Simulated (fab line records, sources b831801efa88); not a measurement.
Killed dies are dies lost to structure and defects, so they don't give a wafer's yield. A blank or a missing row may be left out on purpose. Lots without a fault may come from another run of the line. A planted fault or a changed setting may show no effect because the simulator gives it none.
Problem report in the 8D (eight disciplines) form, filled by code | flow gf180mcu | the parts of the form that need people (team, actions taken, sign-off) are left out

1. THE PROBLEM
PSD_RS at GF_PSD_RS_MEAS_15 reads a mean of 111.5 ohm/sq on 6 wafers of 2 lots; wafers without a fault read 108.7 ohm/sq with a standard deviation of 0.32. That is +8.7 standard deviations from the usual mean.
The step: measures by four-point-probe.
First seen on wafer L246.1, day 16 09:15, on film_metro-01. The record holds 36 wafers of 12 lots with a number at this step. Rule for "out", or "out of limits": more than 4 standard deviations from the usual mean. The other wafers with a number count as sound.

2. WHAT IT IS AND WHAT IT IS NOT
question                    | is                           | is not
which readings at this step | PSD_RS                       | -
which lots                  | L246, L247                   | L243, L245, L248, L255, L256, L257, L258, L259, L260, L262
which wafers of those lots  | all that have a number       | -
read on which gauges        | film_metro-01, film_metro-04 | film_metro-03
when                        | from day 16 09:15            | up to then (6 sound wafers); but 24 sound wafers of L248, L255, L256, L257, L258, L259, L260, L262 came after

3. SUSPECTS, AND WHAT RULES EACH OUT
Counting: a tool at a process step up to the reading stays a suspect if it ran every lot that is out and no sound lot after the first of them.
- the gauge at GF_PSD_RS_MEAS_15: ruled out. The wafers that are out were read on 2 gauges (film_metro-01, film_metro-04).
- implanter-01 at GF_PSD_IMPLANT_09: ruled out as a lasting fault. Sound lots L255, L258, L259, L262 ran on it after its first lot that is out, L246 (day 16 08:41).
- plasma_asher-01 at GF_PSD_STRIP_10 (strips in O2/N2): ruled out as a lasting fault. Sound lots L258, L260, L262 ran on it after its first lot that is out, L246 (day 16 08:50).
Left after counting: nothing in the record.

4. THE CAUSE (what the simulator had put in)
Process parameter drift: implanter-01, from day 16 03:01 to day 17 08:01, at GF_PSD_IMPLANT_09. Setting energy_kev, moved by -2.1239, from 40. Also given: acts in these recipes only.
Counting ruled it out, wrongly: the rule takes a fault to strike every lot that its tool runs from its start on, and this one did not.

5. THE CHAIN OF EFFECTS, in route order
Each row: a reading whose mean over the struck wafers that have a number lies more than 3 standard deviations from the usual. Only readings for which the record gives a usual standard deviation are gone through. hours: the time from each lot's start at the first step in this table that gives one to its start at this step, as a median over the lots. sigmas: the change in usual standard deviations.
hours | step              | reading                  | usual        | on struck wafers | change | sigmas
0     | GF_PSD_IMPLANT_09 | beam_energy_keV          | 40.000       | 37.874           | -2.126 | -99 or more
0     | GF_PSD_STRIP_10   | strip_time_to_endpoint_s | 16.533 s     | 16.342           | -0.191 | -6.6
1     | GF_PSD_RS_MEAS_15 | PSD_RS                   | 108.7 ohm/sq | 111.5            | +2.8   | +8.7
The process steps in it:
- GF_PSD_IMPLANT_09
- GF_PSD_STRIP_10: strips in O2/N2.
Later measuring or inspecting steps at which every struck wafer that the step has a row for has a number for every such reading, and none has moved that far: GF_V2_OVL_MEAS_15.

6. WHAT WOULD HAVE CAUGHT IT SOONER
In this record the first reading out of limits at a measuring or inspecting step was taken at day 16 09:15, 6 hours after the fault began at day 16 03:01.
The tool's own readings at GF_PSD_IMPLANT_09 were out on every struck wafer that the step has a row for (beam_energy_keV): an alarm limit on them would have fired on the first of those.
